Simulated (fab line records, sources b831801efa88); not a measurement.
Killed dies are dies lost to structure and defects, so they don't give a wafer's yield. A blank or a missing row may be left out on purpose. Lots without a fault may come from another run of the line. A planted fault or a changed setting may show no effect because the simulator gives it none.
Which tool did it? | flow sky130 | 6 lots, 18 wafers sampled, at 1 step of a route of 708

WHAT THE GAUGES READ, wafer by wafer
SKY_SONOS_TUNNEL_OVL_MEAS_08.
lot  | measured     | on         | SONOS_TUNNEL_OVL (nm)
L743 | day 11 23:16 | overlay-02 | -0.2 0.0 -0.7
L746 | day 13 01:49 | overlay-02 | 1.4 1.2 0.7
L752 | day 15 15:40 | overlay-02 | 0.6 1.2 1.3
L755 | day 16 07:28 | overlay-02 | 0.0 0.0 0.3
L757 | day 16 22:04 | overlay-01 | 1.1 0.2 1.6
L761 | day 18 03:55 | overlay-01 | 0.4 1.3 -0.7

WHICH TOOL RAN EACH LOT (tool, then ch and the chambers of the sampled wafers, then the start)
The record holds no process step before these readings.

THE ANSWER, worked out from the rows above alone
Rule: what is usual is taken from the lots themselves. Put in order of their means at a reading, lots are off if they are a third of the lots or fewer, leave a main group of 4 or more, and stand apart from it by a gap of 3 or more times the standard deviation of the main group's means; of several such gaps the widest counts. A main group whose means are all the same, to the digits that the tables above print for the reading, isn't used. A lot without any number at a reading at which 4 lots or more have one is off too. The other lots that the step has rows for count as sound.
No lot is off at any reading shown: from this, nothing can be told.

WHAT THE SIMULATOR HAD PUT IN
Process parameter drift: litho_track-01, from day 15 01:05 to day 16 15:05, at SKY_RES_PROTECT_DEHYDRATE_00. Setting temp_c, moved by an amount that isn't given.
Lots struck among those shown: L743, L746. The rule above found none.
